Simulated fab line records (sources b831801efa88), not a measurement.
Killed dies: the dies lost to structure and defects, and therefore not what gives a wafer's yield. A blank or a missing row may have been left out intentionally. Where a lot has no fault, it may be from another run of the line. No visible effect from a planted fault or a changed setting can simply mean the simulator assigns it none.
A lot that was struck, set against a sound lot | flow gf180mcu | 16 steps out of a route of 602
Sound: these wafers, L736.1, L736.3, L736.5. The struck wafers were L742.1, L742.2, L742.4. Last of all comes the cause.
At each step with rows: each side's tool, then ch and its chambers, then its first start. Under that, the readings that differ: sound wafers | struck wafers | difference of the means | sigmas: that difference in standard deviations of wafers without a fault.
alike: readings whose means differ by less than 2 such deviations, and words and numbers that are the same on both sides. not compared: withheld readings, readings that some wafer has no value for, bounds like >300 that may hide the same value, and numbers for which the record gives no deviation and whose values overlap.
Wherever a step has rows on one side only, a row that says differs or no value, or a row with sigmas, the two part there. Non-overlapping numbers with no deviation appear without sigmas and do not part them. A reading that every wafer of one side lacks parts them only if that side has two wafers or more.

GF_TOP_METAL_SPUTTER_04: material TiN, target thk 25 nm, time 20.8 s.
  sound on pvd_sputter-01 at day 27 23:58; struck on pvd_sputter-02 at day 29 20:25
  alike: throttle_valve_pct
GF_TOP_METAL_RS_MEAS_05: the measuring method here is four-point-probe.
  sound on film_metro-02 at day 27 23:59; struck on film_metro-01 at day 29 20:26
  alike: TOP_METAL_ALCU_RS
GF_TOP_METAL_THK_MEAS_06: measures by xrf.
  sound on film_metro-02 at day 28 00:07; struck on film_metro-01 at day 29 20:34
  alike: TOP_METAL_ALCU_THK
then, 7 steps without rows for these wafers: GF_TOP_METAL_DEHYDRATE_07 (time 60 s); GF_TOP_METAL_HMDS_08 (prime time 60 s); GF_TOP_METAL_COAT_09 (resist thk 1490 nm); GF_TOP_METAL_SOFTBAKE_10 (time 60 s); GF_TOP_METAL_EXPOSE_11 (exposes mask MetalTop, target cd 440 nm); GF_TOP_METAL_PEB_12; GF_TOP_METAL_DEVELOP_13 (develop time 60 s).
GF_TOP_METAL_CD_MEAS_14 targets a cd of 440 nm.
  sound on cd_sem-01 at day 28 19:47; struck on cd_sem-02 at day 30 14:24
  alike: cd_nm
GF_TOP_METAL_OVL_MEAS_15:
  sound on overlay-01 at day 28 19:55; struck on overlay-02 at day 30 14:31
  alike: TOP_METAL_OVL
GF_TOP_METAL_METAL_ETCH_16: etches the open film in Cl2/BCl3, stops on SiO2, target depth 1077.5 nm, time 179.6 s.
  sound on rie_metal-03 ch 0,1, day 28 19:56; struck on rie_metal-03 ch 0,1, day 30 14:34
  reading                                        | sound             | struck            | difference | sigmas
  rf_fwd_power_W (W)                             | 800.9 793.8 797.8 | 923.1 926.7 923.2 | +126.8     | +47
  model.NOVOLAK_of_TOP_METAL_COAT_09.thk_nm (nm) | 1076 1076 1058    | 997.5 1003 1001   | -69.5      |
  alike: drypump_motor_current_A, oes_product_au, throttle_valve_pct
  not compared: rf_hours_counter_h
GF_TOP_METAL_STRIP_17: strips in O2/N2.
  sound on plasma_asher-03 ch 0,1, day 28 20:07; struck on plasma_asher-04 ch 0,1, day 30 14:44
  reading                      | sound             | struck            | difference | sigmas
  strip_time_to_endpoint_s (s) | 13.54 13.53 13.31 | 12.70 12.76 12.74 | -0.73      | -7
  alike: drypump_motor_current_A, heater_power_w, oes_product_au
  not compared: rf_hours_counter_h
then, 1 step without rows for these wafers: GF_TOP_METAL_STRIP_18 (strips in post etch residue remover, time 1200 s).
GF_PASSIVATION_PROBE_99:
  sound wafers here have rows in the record (prober-01, day 29 18:00); struck ones have none

## WHERE THEY PART
Last at GF_PASSIVATION_PROBE_99 as far as this record goes, first at GF_TOP_METAL_METAL_ETCH_16.

WHY: what had been put in by the simulator
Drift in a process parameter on rie_metal-03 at GF_TOP_METAL_METAL_ETCH_16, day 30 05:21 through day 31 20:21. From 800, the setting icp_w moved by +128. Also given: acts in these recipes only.
